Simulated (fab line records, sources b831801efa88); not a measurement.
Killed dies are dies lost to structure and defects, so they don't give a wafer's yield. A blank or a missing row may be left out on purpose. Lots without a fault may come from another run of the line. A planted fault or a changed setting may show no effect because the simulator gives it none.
Which tool did it? | flow sky130 | 14 lots, 42 wafers sampled, at 1 step of a route of 708

WHAT THE GAUGES READ, wafer by wafer
SKY_CAP2M_OVL_MEAS_12. Usual: CAP2M_OVL -0.4 nm, standard deviation 1.4.
lot  | measured     | on         | CAP2M_OVL (nm) | flag
L672 | day 41 01:27 | overlay-02 | 0.5 0.1 2.3    |
L673 | day 41 17:36 | overlay-02 | -0.2 0.1 0.7   |
L674 | day 41 21:45 | overlay-02 | 0.7 2.5 0.2    |
L675 | day 42 02:05 | overlay-01 | -1.5 0.5 0.0   |
L676 | day 42 07:29 | overlay-01 | 1.1 0.4 2.8    |
L677 | day 42 15:53 | overlay-01 | -2.0 0.3 -0.6  |
L678 | day 42 22:28 | overlay-02 | -3.3 -1.8 -3.5 |
L680 | day 43 09:14 | overlay-02 | -1.7 -0.5 0.6  |
L687 | day 45 16:47 | overlay-01 | -1.5 -1.5 -0.3 |
L688 | day 46 08:22 | overlay-02 | 1.4 -3.1 -0.3  |
L690 | day 46 09:23 | overlay-01 | 1.3 0.9 -0.8   |
L692 | day 46 15:44 | overlay-02 | 0.5 0.0 -0.9   |
L693 | day 46 17:30 | overlay-02 | -0.1 -1.8 0.5  |
L694 | day 47 04:12 | overlay-01 | -1.3 2.2 0.7   |

WHICH TOOL RAN EACH LOT (tool, then ch and the chambers of the sampled wafers, then the start)
The record holds no process step before these readings.

WHAT THE TOOLS THEMSELVES READ (means of the sampled wafers that have a number; where no wafer has one, the mark that the record gives instead)
The record holds no such reading with a usual standard deviation.

THE ANSWER, worked out from the rows above alone
Rule: a lot is off if the mean of its wafers that have a number lies more than 3 standard deviations from the usual mean. A lot without any number at a reading at which 4 lots or more have one is off too. The other lots that the step has rows for count as sound. The gauges are gone through in route order, then the tools' own readings, and for those a lot's mean is taken as printed above. The first step at which some lot is off is used, and at that step the reading that is off furthest; a lot without a number counts as furthest.
No lot is off at any reading shown: from this, nothing can be told.

WHAT THE SIMULATOR HAD PUT IN
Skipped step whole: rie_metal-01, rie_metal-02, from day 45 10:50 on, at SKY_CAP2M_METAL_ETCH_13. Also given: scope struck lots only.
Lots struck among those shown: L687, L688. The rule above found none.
